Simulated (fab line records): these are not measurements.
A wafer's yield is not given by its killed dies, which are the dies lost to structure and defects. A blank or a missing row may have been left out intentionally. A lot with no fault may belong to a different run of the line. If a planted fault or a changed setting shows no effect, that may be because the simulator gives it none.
Which tool was responsible? | flow gf180mcu | 11 lots, 33 wafers sampled, at 6 steps of a route of 602

WHAT THE GAUGES READ, wafer by wafer
GF_NSD_TW_MEAS_12.
lot  | measured     | on           | NSD_TW
L767 | day 13 01:30 | filmMetro-02 | 4197 4203 4197
L769 | day 13 17:08 | filmMetro-01 | 4173 4143 4138
L771 | day 14 17:34 | filmMetro-01 | 4159 4173 4179
L772 | day 15 13:02 | filmMetro-04 | 4258 4252 4249
L775 | day 16 11:16 | filmMetro-02 | 4208 4207 4196
L777 | day 17 06:59 | filmMetro-02 | 4213 4211 4225
L778 | day 17 12:29 | filmMetro-02 | 4200 4229 4209
L780 | day 17 20:59 | filmMetro-02 | 4224 4239 4225
L783 | day 19 03:34 | filmMetro-02 | 4218 4232 4216
L784 | day 19 04:52 | filmMetro-04 | 4232 4221 4228
L790 | day 21 05:43 | filmMetro-02 | 4220 4209 4204

GF_SAB_OVL_MEAS_10.
lot  | measured     | on         | SAB_OVL (nm)
L767 | day 14 19:49 | overlay-01 | 0.6 0.5 2.3
L769 | day 15 11:23 | overlay-01 | -0.5 0.8 -1.2
L771 | day 16 13:47 | overlay-02 | -0.9 -0.4 -1.7
L772 | day 17 09:47 | overlay-01 | -0.8 0.2 0.0
L775 | day 18 09:35 | overlay-01 | -1.1 0.0 -0.1
L777 | day 19 07:10 | overlay-01 | 1.3 2.7 1.0
L778 | day 19 10:44 | overlay-01 | 0.4 -0.7 0.1
L780 | day 19 22:20 | overlay-02 | -0.7 0.0 1.8
L783 | day 21 04:41 | overlay-02 | -0.7 -0.7 0.1
L784 | day 21 05:25 | overlay-02 | -2.4 -1.2 -1.1
L790 | day 23 05:47 | overlay-02 | -2.1 -3.5 -2.6

GF_V1_RS_MEAS_24: measurement is done with a four-point probe.
lot  | measured     | on           | V1_W_RS (ohm/sq)
L767 | day 17 20:53 | filmMetro-04 | 0.326 0.332 0.326
L769 | day 18 12:49 | filmMetro-02 | 0.328 0.335 0.324
L771 | day 19 17:48 | filmMetro-03 | 0.324 0.335 0.329
L772 | day 20 14:16 | filmMetro-03 | 0.333 0.332 0.331
L775 | day 21 14:49 | filmMetro-04 | 0.333 0.330 0.332
L777 | day 22 13:24 | filmMetro-02 | 0.329 0.332 0.324
L778 | day 22 16:01 | filmMetro-03 | 0.334 0.329 0.330
L780 | day 23 03:38 | filmMetro-04 | 0.325 0.328 0.325
L783 | day 24 08:30 | filmMetro-03 | 0.330 0.323 0.238
L784 | day 24 09:05 | filmMetro-04 | 0.331 0.324 0.325
L790 | day 26 03:56 | filmMetro-02 | 0.335 0.328 0.333

GF_V1_THK_MEAS_25: measures by xrf.
lot  | measured     | on           | V1_W_THK (nm)
L767 | day 17 20:59 | filmMetro-04 | 348 340 344
L769 | day 18 12:55 | filmMetro-02 | 338 333 345
L771 | day 19 17:55 | filmMetro-03 | 343 334 337
L772 | day 20 14:23 | filmMetro-03 | 338 339 338
L775 | day 21 14:56 | filmMetro-04 | 341 342 343
L777 | day 22 13:31 | filmMetro-02 | 338 336 344
L778 | day 22 16:07 | filmMetro-03 | 333 336 336
L780 | day 23 03:44 | filmMetro-04 | 346 344 346
L783 | day 24 08:37 | filmMetro-03 | 339 345 464
L784 | day 24 09:13 | filmMetro-04 | 342 349 348
L790 | day 26 04:04 | filmMetro-02 | 335 341 338

TOOL THAT RAN EACH LOT (tool first, then ch and the chambers of the sampled wafers, then the start)
lot  | GF_SALICIDE_RTA_06              | GF_V1_CVD_23
L767 | rtpAnneal-01 ch 0, day 14 20:29 | cvdW-01 ch 0,1, day 17 20:45
L769 | rtpAnneal-02 ch 0, day 15 12:01 | cvdW-01 ch 0,1, day 18 12:41
L771 | rtpAnneal-02 ch 0, day 16 14:27 | cvdW-01 ch 0,1, day 19 17:41
L772 | rtpAnneal-02 ch 0, day 17 10:25 | cvdW-01 ch 0, day 20 14:08
L775 | rtpAnneal-01 ch 0, day 18 10:22 | cvdW-01 ch 0,1, day 21 14:41
L777 | rtpAnneal-01 ch 0, day 19 07:47 | cvdW-02 ch 0,1, day 22 13:16
L778 | rtpAnneal-02 ch 0, day 19 11:22 | cvdW-01 ch 0,1, day 22 15:54
L780 | rtpAnneal-02 ch 0, day 19 22:58 | cvdW-02 ch 0,1, day 23 03:25
L783 | rtpAnneal-01 ch 0, day 21 05:22 | cvdW-01 ch 0,1, day 24 08:22
L784 | rtpAnneal-01 ch 0, day 21 06:02 | cvdW-02 ch 0,1, day 24 08:59
L790 | rtpAnneal-01 ch 0, day 23 06:23 | cvdW-02 ch 0,1, day 26 03:49
- GF_SALICIDE_RTA_06: time 30 s.
- GF_V1_CVD_23: deposits W, target thk 350 nm, time 105.05 s.

WHAT THE TOOLS THEMSELVES READ (means of the sampled wafers that have a number; where no wafer has one, the mark that the record gives instead)
GF_SALICIDE_RTA_06.
lot  | tool         | lampPowerPct (%) | wafer_temp_C_max
L767 | rtpAnneal-01 | 5.2              | 532.2
L769 | rtpAnneal-02 | 6.3              | 532.3
L771 | rtpAnneal-02 | 6.3              | 532.3
L772 | rtpAnneal-02 | 6.3              | 531.9
L775 | rtpAnneal-01 | 5.2              | 531.4
L777 | rtpAnneal-01 | 5.2              | 531.8
L778 | rtpAnneal-02 | 6.3              | 531.6
L780 | rtpAnneal-02 | 6.3              | 532.3
L783 | rtpAnneal-01 | 5.2              | 531.9
L784 | rtpAnneal-01 | 5.2              | 532.0
L790 | rtpAnneal-01 | 5.2              | 532.2

GF_V1_CVD_23.
lot  | tool    | heaterPowerW (W)
L767 | cvdW-01 | 904
L769 | cvdW-01 | 897
L771 | cvdW-01 | 890
L772 | cvdW-01 | 750
L775 | cvdW-01 | 902
L777 | cvdW-02 | 820
L778 | cvdW-01 | 835
L780 | cvdW-02 | 749
L783 | cvdW-01 | 908
L784 | cvdW-02 | 759
L790 | cvdW-02 | 820

THE ANSWER, worked out from the rows above alone
Rule: the lots themselves supply what counts as usual. The widest of any qualifying gaps counts: lots, ordered by their means at a reading, are off when they make up no more than a third of the lots, leave a main group of 4 or more, and stand apart from it by 3 or more times the standard deviation of that group's means. A main group whose means are all the same, to the digits that the tables above print for the reading, isn't used. A lot without any number at a reading at which 4 lots or more have one is off too. Any other lot the step has rows for is counted as sound. Order of review: gauges by route order, followed by the tools' own readings, for which a lot's mean as printed above is used. At the first step where some lot is off, the reading lying furthest off is the one used; lots without a number count as furthest.
Off: L783, at GF_V1_RS_MEAS_24 (V1_W_RS). For the main group the mean is 0.329 ohm/sq and the standard deviation 0.0021.
A tool fits if, at a process step before that reading, it ran every lot that is off, and no sound lot after the first of them. Those tools and the gauges at GF_V1_RS_MEAS_24 are tried in the same way. This does not decide it: 2 tools fit, namely cvdW-01 at GF_V1_CVD_23 and filmMetro-03 at GF_V1_RS_MEAS_24.

WHAT THE SIMULATOR PUT IN
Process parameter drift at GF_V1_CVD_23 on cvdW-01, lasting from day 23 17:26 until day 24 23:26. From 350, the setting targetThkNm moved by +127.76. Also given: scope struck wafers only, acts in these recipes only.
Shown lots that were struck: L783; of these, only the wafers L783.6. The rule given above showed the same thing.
